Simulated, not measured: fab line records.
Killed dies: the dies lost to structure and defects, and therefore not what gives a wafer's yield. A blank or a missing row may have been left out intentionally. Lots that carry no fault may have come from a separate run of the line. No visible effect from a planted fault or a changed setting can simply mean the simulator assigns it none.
Code-filled problem report in 8D (eight disciplines) form || flow sfqLine || the parts of the form that need people (team, actions taken, sign-off) are left out

## 1. WHAT IS WRONG
thkNm at SFQ_TRILAYER_I0_METRO_MEASURE_029 reads a mean of 219.3 nm on 4 wafers of 3 lots; wafers without a fault read 199.5 nm with a standard deviation of 1.4. That puts it +14 standard deviations away from the usual mean.
First seen on wafer L186.6, day 10 00:04, on filmMetro-01. The record has a number at this step for 45 wafers belonging to 15 lots. By rule, "out" or "out of limits" means more than 4 standard deviations away from the usual mean. The rest of the wafers with a number are treated as sound.

## 2. WHAT THIS IS AND IS NOT
{"question": "which readings at this step", "is": "thkNm", "is not": "-"}
{"question": "which lots", "is": "L186, L187, L188", "is not": "L182, L183, L185, L189, L192, L196, L198, L199, L200, L201, L202, L203"}
{"question": "which wafers of those lots", "is": "L186.6, L187.1, L187.6, L188.1", "is not": "L186.3, L186.5, L187.3, L188.4, L188.5"}
{"question": "read on which tools", "is": "filmMetro-01, filmMetro-04", "is not": "filmMetro-03"}
{"question": "when", "is": "from day 10 00:04", "is not": "up to then (11 sound wafers); but 30 sound wafers of L187, L188, L189, L192, L196, L198, L199, L200, L201, L202, L203 came after"}

## 3. SUSPECTS, AND WHAT RULES EACH OUT
Counting: any tool at a process step up to the reading remains a suspect provided it ran every lot that is out. Sound lots after the first of them don't rule it out here, since some wafers of a struck lot are sound.
- cmp-01 at SFQ_TRILAYER_I0_CMP_CMP_028 (polishes SiO2): kept. It ran every lot that is out, first L186 (day 9 21:02); its last sound lot up to then is L185 (day 9 11:32).
After counting, what remains is cmp-01 at SFQ_TRILAYER_I0_CMP_CMP_028.

## 4. THE CAUSE (what the simulator had put in)
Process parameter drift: cmp-01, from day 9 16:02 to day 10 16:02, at SFQ_TRILAYER_I0_CMP_CMP_028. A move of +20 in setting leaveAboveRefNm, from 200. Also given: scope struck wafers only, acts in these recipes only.
This tool alone remained once counting was done.

## 5. SEQUENCE OF EFFECTS, ordered by route
One row per reading whose mean, taken over the struck wafers that have a number, lies over 3 standard deviations from the usual. Readings are gone through only where the record gives a usual standard deviation; hours: the median, over the lots, of the time from a lot's start at the first step in this table giving one to that lot's start at this step; sigmas: the change measured in usual standard deviations.
{"hours": 0, "step": "SFQ_TRILAYER_I0_METRO_MEASURE_029", "reading": "thkNm", "usual": "199.5 nm", "on struck wafers": 219.3, "change": "+19.8", "sigmas": "+14"}
{"hours": 58, "step": "SFQ_TRILAYER_I0_VIA_ETCH_VIA_ETCH_034", "reading": "oesProductAu", "usual": "0.853 a.u.", "on struck wafers": 0.899, "change": "+0.046", "sigmas": "+8.0"}
The process steps in it:
- SFQ_TRILAYER_I0_METRO_MEASURE_029
- SFQ_TRILAYER_I0_VIA_ETCH_VIA_ETCH_034: etches SiO2 in CHF3, stops on Nb, target depth 260 nm.
Later measuring or inspecting steps at which every struck wafer that the step has a row for has a number for every such reading, and none has moved that far: SFQ_I2_OVL_MEAS_918.

## 6. WHAT WOULD HAVE CAUGHT IT SOONER
The fault began at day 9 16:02; the first out-of-limits reading in this record came at day 10 00:04, 8 hours later.
Tool readings at SFQ_TRILAYER_I0_CMP_CMP_028 with a usual standard deviation given in the record: none out on any struck wafer, hence no alarm at a limit of 4 standard deviations on them.
Among the 3 lots that are out, L187, L188 began SFQ_TRILAYER_I0_CMP_CMP_028 on cmp-01 after day 10 00:04. A hold on the tool at that time would have spared those 2.
